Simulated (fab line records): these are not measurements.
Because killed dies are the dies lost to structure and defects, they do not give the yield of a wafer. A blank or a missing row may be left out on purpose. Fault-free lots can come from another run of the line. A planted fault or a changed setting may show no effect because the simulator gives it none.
fab line records || flow sky130
[record] {"lots": 6, "wafers": 16, "lastDay": 51}
route steps=708 shown VT_ADJUST_NCORE@123 VT_ADJUST_HVTR@131 PAD_OPEN@708
lots that met no fault: from a run of the same line without faults
startH: hours from the record's opening day to when the first of the lot's shown wafers began || waitH: hours since the lot's step before || " repeats the value in the row above || L1.1+2: a row that stands for several wafers || - no value present, or no start provided || * or withheld: withheld || < > ~ a bound
route shown NAME@n: NAME is a module with steps in the file, n the number in the route of the first one || usual: mean/standard deviation of fault-free wafers || same: alike in all rows || chamber/n: place in a boat || sites: per-site readings || _std_site: the values' standard deviation || _edge_site: inner sites' mean taken away from outer sites' mean || radiusMm: for every site, how far away it sits from the centre of the wafer || mask NAME#n: copy n || behind: the last tool/chamber to shape the wafer || hold: what put the lot on hold/how long, in hours/how the hold closed || device: transistor that didn't switch, given as n, p or np || end of line: tests of these same wafers at the route's end || a step given without rows: its recipe and nothing more || killed: the dies lost at the first sort to structure and to defects; this is not the yield of the wafer || map: the dies of a wafer, with x for killed, . for not killed, _ for no die there
set.NAME: setting as actually run; set.NAME@STEP: the setting as run at that earlier step || model.NAME: the simulator's own value behind a step, which no gauge read
a table for each step, a row for each wafer; lots at some steps of the route
services: the hour from which a tool's chamber was out of use, counted from the record's first day as startH (under 0 if before that day), plus the number of hours and why
[[steps]]
[step SKY_VT_ADJUST_NCORE_EXPOSE_04]
[recipe] {"maskId": "LVTN_COMPLEMENT_THIN", "na": 0.6, "sourceShape": "conventional", "sigmaOuter": 0.6, "polarization": "unpolarized", "targetCdNm": 380, "doseMj": 139}
[step SKY_VT_ADJUST_NCORE_PEB_05]
[recipe] {"tempC": "withheld", "timeS": "*", "resist": "NOVOLAK"}
[step SKY_VT_ADJUST_NCORE_DEVELOP_06]
[recipe] {"resist": "NOVOLAK", "developer": "TMAH", "developTimeS": 60, "devTempC": 23}
[step SKY_VT_ADJUST_NCORE_CD_MEAS_07]
[recipe] {"targetCdNm": 380}
[usual] {"cdNm": "380/3.1"}
{"lot.wafer": "L800.2", "tool": "cdSem-01", "chamber": "-", "startH": 201.48, "waitH": 0.1, "cdNm": 382}
{"lot.wafer": "L800.3", "tool": "cdSem-01", "chamber": "-", "startH": 201.48, "waitH": 0.1, "cdNm": 381}
{"lot.wafer": "L800.4", "tool": "cdSem-01", "chamber": "-", "startH": 201.48, "waitH": 0.1, "cdNm": 383}
{"lot.wafer": "L806.4", "tool": "cdSem-02", "chamber": "-", "startH": 243.72, "waitH": 0.1, "cdNm": 377}
{"lot.wafer": "L806.5", "tool": "cdSem-02", "chamber": "-", "startH": 243.72, "waitH": 0.1, "cdNm": 378}
{"lot.wafer": "L806.6", "tool": "cdSem-02", "chamber": "-", "startH": 243.72, "waitH": 0.1, "cdNm": 380}
{"lot.wafer": "L810.1", "tool": "cdSem-01", "chamber": "-", "startH": 274.06, "waitH": 0.1, "cdNm": 381}
{"lot.wafer": "L810.4", "tool": "cdSem-01", "chamber": "-", "startH": 274.06, "waitH": 0.1, "cdNm": 380}
{"lot.wafer": "L811.4", "tool": "cdSem-02", "chamber": "-", "startH": 280.47, "waitH": 0.1, "cdNm": 379}
{"lot.wafer": "L811.6", "tool": "cdSem-02", "chamber": "-", "startH": 280.47, "waitH": 0.1, "cdNm": 380}
{"lot.wafer": "L819.1", "tool": "cdSem-01", "chamber": "-", "startH": 340.56, "waitH": 0.1, "cdNm": 377}
{"lot.wafer": "L819.4", "tool": "cdSem-01", "chamber": "-", "startH": 340.56, "waitH": 0.1, "cdNm": 377}
{"lot.wafer": "L819.5", "tool": "cdSem-01", "chamber": "-", "startH": 340.56, "waitH": 0.1, "cdNm": 376}
{"lot.wafer": "L820.1", "tool": "cdSem-01", "chamber": "-", "startH": 344.82, "waitH": 0.1, "cdNm": 381}
{"lot.wafer": "L820.2", "tool": "cdSem-01", "chamber": "-", "startH": 344.82, "waitH": 0.1, "cdNm": 381}
{"lot.wafer": "L820.3", "tool": "cdSem-01", "chamber": "-", "startH": 344.82, "waitH": 0.1, "cdNm": 378}
[step SKY_VT_ADJUST_NCORE_OVL_MEAS_08]
[usual] {"VT_ADJUST_NCORE_OVL": "0.0/1.2"}
{"lot.wafer": "L800.2", "tool": "overlay-01", "chamber": "-", "startH": 201.59, "waitH": 0.1, "VT_ADJUST_NCORE_OVL[nm]": 2.7}
{"lot.wafer": "L800.3", "tool": "overlay-01", "chamber": "-", "startH": 201.59, "waitH": 0.1, "VT_ADJUST_NCORE_OVL[nm]": 0.6}
{"lot.wafer": "L800.4", "tool": "overlay-01", "chamber": "-", "startH": 201.59, "waitH": 0.1, "VT_ADJUST_NCORE_OVL[nm]": 1.1}
{"lot.wafer": "L806.4", "tool": "overlay-02", "chamber": "-", "startH": 243.79, "waitH": 0.1, "VT_ADJUST_NCORE_OVL[nm]": 0.8}
{"lot.wafer": "L806.5", "tool": "overlay-02", "chamber": "-", "startH": 243.79, "waitH": 0.1, "VT_ADJUST_NCORE_OVL[nm]": -0.5}
{"lot.wafer": "L806.6", "tool": "overlay-02", "chamber": "-", "startH": 243.79, "waitH": 0.1, "VT_ADJUST_NCORE_OVL[nm]": -0.8}
{"lot.wafer": "L810.1", "tool": "overlay-01", "chamber": "-", "startH": 274.20, "waitH": 0.1, "VT_ADJUST_NCORE_OVL[nm]": 1.7}
{"lot.wafer": "L810.4", "tool": "overlay-01", "chamber": "-", "startH": 274.20, "waitH": 0.1, "VT_ADJUST_NCORE_OVL[nm]": -0.1}
{"lot.wafer": "L811.4", "tool": "overlay-02", "chamber": "-", "startH": 280.54, "waitH": 0.1, "VT_ADJUST_NCORE_OVL[nm]": 0.1}
{"lot.wafer": "L811.6", "tool": "overlay-02", "chamber": "-", "startH": 280.54, "waitH": 0.1, "VT_ADJUST_NCORE_OVL[nm]": -2.3}
{"lot.wafer": "L819.1", "tool": "overlay-02", "chamber": "-", "startH": 340.68, "waitH": 0.1, "VT_ADJUST_NCORE_OVL[nm]": -1.0}
{"lot.wafer": "L819.4", "tool": "overlay-02", "chamber": "-", "startH": 340.68, "waitH": 0.1, "VT_ADJUST_NCORE_OVL[nm]": -0.3}
{"lot.wafer": "L819.5", "tool": "overlay-02", "chamber": "-", "startH": 340.68, "waitH": 0.1, "VT_ADJUST_NCORE_OVL[nm]": -0.4}
{"lot.wafer": "L820.1", "tool": "overlay-01", "chamber": "-", "startH": 344.94, "waitH": 0.1, "VT_ADJUST_NCORE_OVL[nm]": -0.6}
{"lot.wafer": "L820.2", "tool": "overlay-01", "chamber": "-", "startH": 344.94, "waitH": 0.1, "VT_ADJUST_NCORE_OVL[nm]": 0.7}
{"lot.wafer": "L820.3", "tool": "overlay-01", "chamber": "-", "startH": 344.94, "waitH": 0.1, "VT_ADJUST_NCORE_OVL[nm]": -0.8}
[step SKY_VT_ADJUST_NCORE_IMPLANT_09]
[recipe] {"species": "B", "energyKev": 10, "doseCm2": 2.4e+12, "tiltDeg": "withheld"}
[step SKY_VT_ADJUST_NCORE_STRIP_10]
[recipe] {"chemistry": "O2/N2", "powerW": 1400, "pressureMtorr": 1500, "platenTempC": "withheld", "o2FlowSccm": 3000, "n2FlowSccm": 300, "overashFraction": 0.5}
[usual] {"drypumpMotorCurrentA": "5.7/0.41", "oesProductAu": "0.716/0.0049", "stripTimeToEndpointS": "14.17/0.051"}
{"lot.wafer": "L800.2", "tool": "plasmaAsher-04", "chamber": 0, "startH": 201.77, "waitH": 0.1, "drypumpMotorCurrentA": 5.2, "oesProductAu": 0.707, "rfHoursCounterH": 37, "stripTimeToEndpointS": 14.17}
{"lot.wafer": "L800.3", "tool": "plasmaAsher-04", "chamber": 1, "startH": 201.77, "waitH": 0.1, "drypumpMotorCurrentA": 6.1, "oesProductAu": 0.717, "rfHoursCounterH": "-", "stripTimeToEndpointS": 14.13}
{"lot.wafer": "L800.4", "tool": "plasmaAsher-04", "chamber": 0, "startH": 201.77, "waitH": 0.1, "drypumpMotorCurrentA": 5.2, "oesProductAu": 0.719, "rfHoursCounterH": "-", "stripTimeToEndpointS": 14.18}
{"lot.wafer": "L806.4", "tool": "plasmaAsher-04", "chamber": 0, "startH": 244.00, "waitH": 0.1, "drypumpMotorCurrentA": 5.3, "oesProductAu": 0.713, "rfHoursCounterH": "-", "stripTimeToEndpointS": 14.11}
{"lot.wafer": "L806.5", "tool": "plasmaAsher-04", "chamber": 0, "startH": 244.00, "waitH": 0.1, "drypumpMotorCurrentA": 5.3, "oesProductAu": 0.714, "rfHoursCounterH": "-", "stripTimeToEndpointS": 14.08}
{"lot.wafer": "L806.6", "tool": "plasmaAsher-04", "chamber": 1, "startH": 244.00, "waitH": 0.1, "drypumpMotorCurrentA": 6.1, "oesProductAu": 0.710, "rfHoursCounterH": "-", "stripTimeToEndpointS": 14.08}
{"lot.wafer": "L810.1", "tool": "plasmaAsher-03", "chamber": 1, "startH": 274.38, "waitH": 0.1, "drypumpMotorCurrentA": 5.2, "oesProductAu": 0.707, "rfHoursCounterH": 59, "stripTimeToEndpointS": 14.19}
{"lot.wafer": "L810.4", "tool": "plasmaAsher-03", "chamber": 0, "startH": 274.38, "waitH": 0.1, "drypumpMotorCurrentA": 5.4, "oesProductAu": 0.722, "rfHoursCounterH": "-", "stripTimeToEndpointS": 14.15}
{"lot.wafer": "L811.4", "tool": "plasmaAsher-04", "chamber": 0, "startH": 280.75, "waitH": 0.1, "drypumpMotorCurrentA": 5.3, "oesProductAu": 0.717, "rfHoursCounterH": "-", "stripTimeToEndpointS": 14.20}
{"lot.wafer": "L811.6", "tool": "plasmaAsher-04", "chamber": 1, "startH": 280.75, "waitH": 0.1, "drypumpMotorCurrentA": 6.2, "oesProductAu": 0.714, "rfHoursCounterH": "-", "stripTimeToEndpointS": 14.20}
{"lot.wafer": "L819.1", "tool": "plasmaAsher-02", "chamber": 1, "startH": 340.86, "waitH": 0.1, "drypumpMotorCurrentA": 6.2, "oesProductAu": 0.718, "rfHoursCounterH": 21, "stripTimeToEndpointS": 14.15}
{"lot.wafer": "L819.4", "tool": "plasmaAsher-02", "chamber": 1, "startH": 340.86, "waitH": 0.1, "drypumpMotorCurrentA": 6.1, "oesProductAu": 0.718, "rfHoursCounterH": "-", "stripTimeToEndpointS": 14.21}
{"lot.wafer": "L819.5", "tool": "plasmaAsher-02", "chamber": 0, "startH": 340.86, "waitH": 0.1, "drypumpMotorCurrentA": 5.9, "oesProductAu": 0.714, "rfHoursCounterH": "-", "stripTimeToEndpointS": 14.17}
{"lot.wafer": "L820.1", "tool": "plasmaAsher-04", "chamber": 1, "startH": 345.12, "waitH": 0.1, "drypumpMotorCurrentA": 6.2, "oesProductAu": 0.715, "rfHoursCounterH": 50, "stripTimeToEndpointS": 14.14}
{"lot.wafer": "L820.2", "tool": "plasmaAsher-04", "chamber": 0, "startH": 345.12, "waitH": 0.1, "drypumpMotorCurrentA": 5.3, "oesProductAu": 0.731, "rfHoursCounterH": 50, "stripTimeToEndpointS": 14.11}
{"lot.wafer": "L820.3", "tool": "plasmaAsher-04", "chamber": 1, "startH": 345.12, "waitH": 0.1, "drypumpMotorCurrentA": 6.2, "oesProductAu": 0.721, "rfHoursCounterH": "-", "stripTimeToEndpointS": 14.16}
[step SKY_VT_ADJUST_NCORE_TW_MEAS_11]
[usual] {"VT_ADJUST_NCORE_TW": "220.4/1.3"}
{"lot.wafer": "L800.2", "tool": "filmMetro-03", "chamber": "-", "startH": 201.88, "waitH": 0.1, "VT_ADJUST_NCORE_TW": 219.2}
{"lot.wafer": "L800.3", "tool": "filmMetro-03", "chamber": "-", "startH": 201.88, "waitH": 0.1, "VT_ADJUST_NCORE_TW": 220.6}
{"lot.wafer": "L800.4", "tool": "filmMetro-03", "chamber": "-", "startH": 201.88, "waitH": 0.1, "VT_ADJUST_NCORE_TW": 220.6}
{"lot.wafer": "L806.4", "tool": "filmMetro-02", "chamber": "-", "startH": 244.09, "waitH": 0.1, "VT_ADJUST_NCORE_TW": 220.3}
{"lot.wafer": "L806.5", "tool": "filmMetro-02", "chamber": "-", "startH": 244.09, "waitH": 0.1, "VT_ADJUST_NCORE_TW": 220.9}
{"lot.wafer": "L806.6", "tool": "filmMetro-02", "chamber": "-", "startH": 244.09, "waitH": 0.1, "VT_ADJUST_NCORE_TW": 221.5}
{"lot.wafer": "L810.1", "tool": "filmMetro-04", "chamber": "-", "startH": 274.48, "waitH": 0.1, "VT_ADJUST_NCORE_TW": 219.4}
{"lot.wafer": "L810.4", "tool": "filmMetro-04", "chamber": "-", "startH": 274.48, "waitH": 0.1, "VT_ADJUST_NCORE_TW": 219.9}
{"lot.wafer": "L811.4", "tool": "filmMetro-02", "chamber": "-", "startH": 280.84, "waitH": 0.1, "VT_ADJUST_NCORE_TW": 221.4}
{"lot.wafer": "L811.6", "tool": "filmMetro-02", "chamber": "-", "startH": 280.84, "waitH": 0.1, "VT_ADJUST_NCORE_TW": 222.8}
{"lot.wafer": "L819.1", "tool": "filmMetro-03", "chamber": "-", "startH": 340.96, "waitH": 0.1, "VT_ADJUST_NCORE_TW": 220.3}
{"lot.wafer": "L819.4", "tool": "filmMetro-03", "chamber": "-", "startH": 340.96, "waitH": 0.1, "VT_ADJUST_NCORE_TW": 220.6}
{"lot.wafer": "L819.5", "tool": "filmMetro-03", "chamber": "-", "startH": 340.96, "waitH": 0.1, "VT_ADJUST_NCORE_TW": 221.7}
{"lot.wafer": "L820.1", "tool": "filmMetro-04", "chamber": "-", "startH": 345.22, "waitH": 0.1, "VT_ADJUST_NCORE_TW": 217.5}
{"lot.wafer": "L820.2", "tool": "filmMetro-04", "chamber": "-", "startH": 345.22, "waitH": 0.1, "VT_ADJUST_NCORE_TW": 217.8}
{"lot.wafer": "L820.3", "tool": "filmMetro-04", "chamber": "-", "startH": 345.22, "waitH": 0.1, "VT_ADJUST_NCORE_TW": 218.8}
[step SKY_VT_ADJUST_HVTR_DEHYDRATE_00]
[recipe] {"tempC": 200, "timeS": 60}
[step SKY_VT_ADJUST_HVTR_HMDS_01]
[recipe] {"primeTimeS": 60, "primeTempC": 120}
[step SKY_VT_ADJUST_HVTR_COAT_02]
[recipe] {"resist": "NOVOLAK", "spinRpm": 3000, "resistThkNm": 1140}
[step SKY_VT_ADJUST_HVTR_SOFTBAKE_03]
[recipe] {"tempC": 90, "timeS": 60, "resist": "NOVOLAK"}
[step SKY_VT_ADJUST_HVTR_EXPOSE_04]
[recipe] {"maskId": "HVTRM", "targetCdNm": 380, "na": 0.6, "sourceShape": "conventional", "sigmaOuter": 0.6, "doseMj": 150}
{"lot.wafer": "L800.2+3+4", "tool": "ilineStepper-02", "chamber": 0, "startH": 213.59, "waitH": "-", "mask": "HVTRM#0"}
{"lot.wafer": "L806.4+5+6", "tool": "ilineStepper-01", "chamber": 0, "startH": 255.70, "waitH": "-", "mask": "HVTRM#0"}
{"lot.wafer": "L810.1+4", "tool": "ilineStepper-01", "chamber": 0, "startH": 287.81, "waitH": "-", "mask": "HVTRM#0"}
{"lot.wafer": "L811.4+6", "tool": "ilineStepper-01", "chamber": 0, "startH": 293.84, "waitH": "-", "mask": "HVTRM#0"}
{"lot.wafer": "L819.1+4+5", "tool": "ilineStepper-01", "chamber": 0, "startH": 354.91, "waitH": "-", "mask": "HVTRM#0"}
{"lot.wafer": "L820.1+2+3", "tool": "ilineStepper-01", "chamber": 0, "startH": 358.69, "waitH": "-", "mask": "HVTRM#0"}
[step SKY_VT_ADJUST_HVTR_PEB_05]
[recipe] {"tempC": "withheld", "timeS": "*", "resist": "NOVOLAK"}
[step SKY_VT_ADJUST_HVTR_DEVELOP_06]
[recipe] {"developTimeS": 60, "devTempC": 23}
[step SKY_VT_ADJUST_HVTR_CD_MEAS_07]
[recipe] {"targetCdNm": 380}
[usual] {"cdNm": "379.6/2.4"}
{"lot.wafer": "L800.2", "tool": "cdSem-01", "chamber": "-", "startH": 224.78, "waitH": 0.1, "hold": "-", "cdNm": 379.6}
{"lot.wafer": "L800.3", "tool": "cdSem-01", "chamber": "-", "startH": 224.78, "waitH": 0.1, "hold": "-", "cdNm": 379.6}
{"lot.wafer": "L800.4", "tool": "cdSem-01", "chamber": "-", "startH": 224.78, "waitH": 0.1, "hold": "-", "cdNm": 377.3}
{"lot.wafer": "L806.4", "tool": "cdSem-01", "chamber": "-", "startH": 267.23, "waitH": 0.1, "hold": "-", "cdNm": 384.2}
{"lot.wafer": "L806.5", "tool": "cdSem-01", "chamber": "-", "startH": 267.23, "waitH": 0.1, "hold": "-", "cdNm": 382.0}
{"lot.wafer": "L806.6", "tool": "cdSem-01", "chamber": "-", "startH": 267.23, "waitH": 0.1, "hold": "-", "cdNm": 384.7}
{"lot.wafer": "L810.1", "tool": "cdSem-01", "chamber": "-", "startH": 299.91, "waitH": 0.1, "hold": "awaitDispo/0.2h/release", "cdNm": 381.0}
{"lot.wafer": "L810.4", "tool": "cdSem-01", "chamber": "-", "startH": 299.91, "waitH": 0.1, "hold": "awaitDispo/0.2h/release", "cdNm": 366.3}
{"lot.wafer": "L810.1", "tool": "cdSem-01", "chamber": "-", "startH": 300.20, "waitH": 0.3, "hold": "-", "cdNm": 381.4}
{"lot.wafer": "L810.4", "tool": "cdSem-01", "chamber": "-", "startH": 300.20, "waitH": 0.3, "hold": "-", "cdNm": 366.1}
{"lot.wafer": "L811.4", "tool": "cdSem-02", "chamber": "-", "startH": 306.23, "waitH": 0.1, "hold": "awaitDispo/0.2h/release", "cdNm": 365.5}
{"lot.wafer": "L811.6", "tool": "cdSem-02", "chamber": "-", "startH": 306.23, "waitH": 0.1, "hold": "awaitDispo/0.2h/release", "cdNm": 365.6}
{"lot.wafer": "L811.4", "tool": "cdSem-02", "chamber": "-", "startH": 306.52, "waitH": 0.3, "hold": "-", "cdNm": 365.3}
{"lot.wafer": "L811.6", "tool": "cdSem-02", "chamber": "-", "startH": 306.52, "waitH": 0.3, "hold": "-", "cdNm": 365.3}
{"lot.wafer": "L819.1", "tool": "cdSem-02", "chamber": "-", "startH": 368.76, "waitH": 0.1, "hold": "-", "cdNm": 382.0}
{"lot.wafer": "L819.4", "tool": "cdSem-02", "chamber": "-", "startH": 368.76, "waitH": 0.1, "hold": "-", "cdNm": 382.3}
{"lot.wafer": "L819.5", "tool": "cdSem-02", "chamber": "-", "startH": 368.76, "waitH": 0.1, "hold": "-", "cdNm": 381.8}
{"lot.wafer": "L820.1", "tool": "cdSem-02", "chamber": "-", "startH": 373.24, "waitH": 0.1, "hold": "-", "cdNm": 381.4}
{"lot.wafer": "L820.2", "tool": "cdSem-02", "chamber": "-", "startH": 373.24, "waitH": 0.1, "hold": "-", "cdNm": 381.0}
{"lot.wafer": "L820.3", "tool": "cdSem-02", "chamber": "-", "startH": 373.24, "waitH": 0.1, "hold": "-", "cdNm": 382.4}
[step SKY_VT_ADJUST_HVTR_OVL_MEAS_08]
[usual] {"VT_ADJUST_HVTR_OVL": "0.3/1.2"}
{"lot.wafer": "L800.2", "tool": "overlay-01", "chamber": "-", "startH": 224.89, "waitH": 0.1, "hold": "-", "VT_ADJUST_HVTR_OVL[nm]": 0.0}
{"lot.wafer": "L800.3", "tool": "overlay-01", "chamber": "-", "startH": 224.89, "waitH": 0.1, "hold": "-", "VT_ADJUST_HVTR_OVL[nm]": -0.6}
{"lot.wafer": "L800.4", "tool": "overlay-01", "chamber": "-", "startH": 224.89, "waitH": 0.1, "hold": "-", "VT_ADJUST_HVTR_OVL[nm]": -0.2}
{"lot.wafer": "L806.4", "tool": "overlay-01", "chamber": "-", "startH": 267.31, "waitH": 0.1, "hold": "-", "VT_ADJUST_HVTR_OVL[nm]": -1.1}
{"lot.wafer": "L806.5", "tool": "overlay-01", "chamber": "-", "startH": 267.31, "waitH": 0.1, "hold": "-", "VT_ADJUST_HVTR_OVL[nm]": 1.7}
{"lot.wafer": "L806.6", "tool": "overlay-01", "chamber": "-", "startH": 267.31, "waitH": 0.1, "hold": "-", "VT_ADJUST_HVTR_OVL[nm]": 0.1}
{"lot.wafer": "L810.1", "tool": "overlay-01", "chamber": "-", "startH": 302.26, "waitH": 2.0, "hold": "awaitDispo/1.9h/release", "VT_ADJUST_HVTR_OVL[nm]": -0.6}
{"lot.wafer": "L810.4", "tool": "overlay-01", "chamber": "-", "startH": 302.26, "waitH": 2.0, "hold": "awaitDispo/1.9h/release", "VT_ADJUST_HVTR_OVL[nm]": 0.3}
{"lot.wafer": "L811.4", "tool": "overlay-02", "chamber": "-", "startH": 309.08, "waitH": 2.5, "hold": "awaitDispo/2.5h/release", "VT_ADJUST_HVTR_OVL[nm]": -0.3}
{"lot.wafer": "L811.6", "tool": "overlay-02", "chamber": "-", "startH": 309.08, "waitH": 2.5, "hold": "awaitDispo/2.5h/release", "VT_ADJUST_HVTR_OVL[nm]": 1.5}
{"lot.wafer": "L819.1", "tool": "overlay-02", "chamber": "-", "startH": 368.88, "waitH": 0.1, "hold": "-", "VT_ADJUST_HVTR_OVL[nm]": -0.6}
{"lot.wafer": "L819.4", "tool": "overlay-02", "chamber": "-", "startH": 368.88, "waitH": 0.1, "hold": "-", "VT_ADJUST_HVTR_OVL[nm]": -0.1}
{"lot.wafer": "L819.5", "tool": "overlay-02", "chamber": "-", "startH": 368.88, "waitH": 0.1, "hold": "-", "VT_ADJUST_HVTR_OVL[nm]": -0.6}
{"lot.wafer": "L820.1", "tool": "overlay-01", "chamber": "-", "startH": 373.36, "waitH": 0.1, "hold": "-", "VT_ADJUST_HVTR_OVL[nm]": 1.0}
{"lot.wafer": "L820.2", "tool": "overlay-01", "chamber": "-", "startH": 373.36, "waitH": 0.1, "hold": "-", "VT_ADJUST_HVTR_OVL[nm]": 1.2}
{"lot.wafer": "L820.3", "tool": "overlay-01", "chamber": "-", "startH": 373.36, "waitH": 0.1, "hold": "-", "VT_ADJUST_HVTR_OVL[nm]": -0.7}
[step SKY_PAD_OPEN_PROBE_99]
[usual] {"killed_at_M0_to_M3": "43/6.9", "killed_at_M4_up": "3.2/1.6", "killedAtContacts": "25/5.1", "killedAtFrontEnd": "16/4.5", "killedAtOther": "0.3/0.68", "killedDies": "87/8.9", "killedOnRim": "16/3.6", "killedOpen": "48/6.9", "killedShort": "39/6.3"}
[same] {"grossDies": 492, "killedAtBackSide": 0}
{"lot.wafer": "L806.4", "tool": "prober-02", "chamber": "-", "startH": 1142.10, "waitH": 0.2, "killed_at_M0_to_M3": 49, "killed_at_M4_up": 5, "killedAtContacts": 26, "killedAtFrontEnd": 18, "killedAtOther": 0, "killedDies": 98, "killedOnRim": 12, "killedOpen": 51, "killedShort": 47}
{"lot.wafer": "L806.5", "tool": "prober-02", "chamber": "-", "startH": 1142.15, "waitH": 0.2, "killed_at_M0_to_M3": 40, "killed_at_M4_up": 3, "killedAtContacts": 31, "killedAtFrontEnd": 10, "killedAtOther": 1, "killedDies": 85, "killedOnRim": 16, "killedOpen": 53, "killedShort": 32}
{"lot.wafer": "L806.6", "tool": "prober-02", "chamber": "-", "startH": 1142.20, "waitH": 0.2, "killed_at_M0_to_M3": 44, "killed_at_M4_up": 2, "killedAtContacts": 23, "killedAtFrontEnd": 13, "killedAtOther": 0, "killedDies": 82, "killedOnRim": 20, "killedOpen": 51, "killedShort": 31}
{"lot.wafer": "L810.1", "tool": "prober-02", "chamber": "-", "startH": 1170.49, "waitH": 0.1, "killed_at_M0_to_M3": 26, "killed_at_M4_up": 4, "killedAtContacts": 33, "killedAtFrontEnd": 15, "killedAtOther": 1, "killedDies": 79, "killedOnRim": 11, "killedOpen": 44, "killedShort": 34}
{"lot.wafer": "L810.4", "tool": "prober-02", "chamber": "-", "startH": 1170.64, "waitH": 0.2, "killed_at_M0_to_M3": 40, "killed_at_M4_up": 0, "killedAtContacts": 19, "killedAtFrontEnd": 26, "killedAtOther": 0, "killedDies": 85, "killedOnRim": 18, "killedOpen": 45, "killedShort": 40}
{"lot.wafer": "L820.1", "tool": "prober-02", "chamber": "-", "startH": 1213.03, "waitH": 0.1, "killed_at_M0_to_M3": 45, "killed_at_M4_up": 6, "killedAtContacts": 19, "killedAtFrontEnd": 17, "killedAtOther": 1, "killedDies": 88, "killedOnRim": 13, "killedOpen": 53, "killedShort": 35}
{"lot.wafer": "L820.2", "tool": "prober-02", "chamber": "-", "startH": 1213.08, "waitH": 0.1, "killed_at_M0_to_M3": 48, "killed_at_M4_up": 1, "killedAtContacts": 29, "killedAtFrontEnd": 17, "killedAtOther": 0, "killedDies": 95, "killedOnRim": 14, "killedOpen": 44, "killedShort": 51}
{"lot.wafer": "L820.3", "tool": "prober-02", "chamber": "-", "startH": 1213.13, "waitH": 0.2, "killed_at_M0_to_M3": 31, "killed_at_M4_up": 1, "killedAtContacts": 19, "killedAtFrontEnd": 14, "killedAtOther": 0, "killedDies": 65, "killedOnRim": 11, "killedOpen": 34, "killedShort": 31}
// killed by level:class
L806.4 VIA1:geometricParticle:open=13 LI_CONTACT:geometricParticle:open=9 FIELD_ISO:geometricParticle:short=7 VIA2:geometricParticle:open=7 CONTACT:geometricParticle:open=7 METAL2:geometricParticle:short=7 METAL1:geometricParticle:short=6 FIELD_ISO:geometricParticle:open=5
L806.5 CONTACT:geometricParticle:open=16 VIA1:geometricParticle:open=10 VIA3:geometricParticle:open=7 LI_CONTACT:geometricParticle:open=6 VIA1:geometricParticle:short=5 VIA2:geometricParticle:open=5 CONTACT:geometricParticle:short=4 VIA2:geometricParticle:short=4
L806.6 VIA1:geometricParticle:open=11 LI_CONTACT:geometricParticle:open=10 CONTACT:geometricParticle:open=8 VIA2:geometricParticle:open=7 VIA3:geometricParticle:open=7 FIELD_ISO:geometricParticle:short=4 METAL2:geometricParticle:short=4 POLY_GATE:geometricParticle:short=3
L810.1 CONTACT:geometricParticle:open=10 CONTACT:geometricParticle:short=9 LI_CONTACT:geometricParticle:open=7 VIA2:geometricParticle:open=7 VIA1:geometricParticle:open=5 FIELD_ISO:geometricParticle:short=4 LOCAL_INTERCONNECT:geometricParticle:short=4 METAL1:geometricParticle:short=4
L810.4 FIELD_ISO:geometricParticle:short=14 CONTACT:geometricParticle:open=11 VIA1:geometricParticle:open=10 FIELD_ISO:geometricParticle:open=9 METAL1:geometricParticle:short=6 VIA3:geometricParticle:open=5 LI_CONTACT:geometricParticle:open=4 VIA1:geometricParticle:short=4
L820.1 CONTACT:geometricParticle:open=11 VIA3:geometricParticle:open=10 VIA1:geometricParticle:open=9 FIELD_ISO:geometricParticle:open=5 METAL2:geometricParticle:short=5 FIELD_ISO:geometricParticle:short=4 LI_CONTACT:geometricParticle:open=4 VIA3:geometricParticle:short=4
L820.2 VIA1:geometricParticle:short=11 CONTACT:geometricParticle:open=10 VIA1:geometricParticle:open=8 LI_CONTACT:geometricParticle:open=7 METAL1:geometricParticle:short=7 LOCAL_INTERCONNECT:geometricParticle:short=6 FIELD_ISO:geometricParticle:short=5 POLY_GATE:geometricParticle:short=5
L820.3 LOCAL_INTERCONNECT:geometricParticle:short=6 VIA2:geometricParticle:open=6 FIELD_ISO:geometricParticle:open=5 LI_CONTACT:geometricParticle:open=5 VIA3:geometricParticle:open=5 CONTACT:geometricParticle:open=5 METAL2:geometricParticle:short=5 SONOS_ONO:geometricParticle:short=3
[[services]]
{"tool": "ilineStepper-01", "chamber": "-", "startH": 212.88, "hours": 1.7, "kind": "pm"}
{"tool": "ilineStepper-02", "chamber": "-", "startH": 224.72, "hours": 2.1, "kind": "pm"}
{"tool": "ilineStepper-02", "chamber": "-", "startH": 226.80, "hours": "-", "kind": "consumableReplace:lamp"}
{"tool": "ilineStepper-01", "chamber": "-", "startH": 227.27, "hours": 4.4, "kind": "pm"}
{"tool": "ilineStepper-02", "chamber": 0, "startH": 233.01, "hours": "-", "kind": "calibration"}
{"tool": "plasmaAsher-03", "chamber": "-", "startH": 259.87, "hours": 3.2, "kind": "repair"}
{"tool": "plasmaAsher-04", "chamber": "-", "startH": 286.27, "hours": 1.5, "kind": "repair"}
{"tool": "plasmaAsher-03", "chamber": "-", "startH": 310.19, "hours": 1.2, "kind": "repair"}
{"tool": "ilineStepper-01", "chamber": 0, "startH": 312.51, "hours": "-", "kind": "calibration"}
{"tool": "ilineStepper-02", "chamber": "-", "startH": 326.94, "hours": 1.6, "kind": "repair"}
{"tool": "plasmaAsher-03", "chamber": "-", "startH": 330.88, "hours": 0.3, "kind": "repair"}
{"tool": "plasmaAsher-04", "chamber": "-", "startH": 356.70, "hours": 1.1, "kind": "repair"}
[[key]]
[firstSign] {"step": "SKY_VT_ADJUST_HVTR_CD_MEAS_07", "reading": "visit", "direction": "added"}
[effect] {"step": "SKY_VT_ADJUST_HVTR_CD_MEAS_07", "reading": "cdNm", "direction": "down", "sigmas": 5.8, "usual": 379.6, "struck": 365.8}
metAt SKY_VT_ADJUST_HVTR_EXPOSE_04
struckWafers L810.4,L811.4,L811.6
testerLeftOut L810,L811
onsetBetween 255.70 287.81
[fault] {"kind": "processParameterDrift", "tool": "ilineStepper-01", "chamber": "-", "onsetH": 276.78, "steps": "SKY_VT_ADJUST_HVTR_EXPOSE_04", "channel": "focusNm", "offset": 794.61, "shape": "step", "endH": 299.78, "scope": "struckWafersOnly"}
// testerLeftOut: of these lots the tester's yield and bins aren't shown, on N5 and GAA mostly nor the transistor test; their killed dies are dies lost to structure and defects alone, not to doping, threshold or leakage, so they don't give the yield
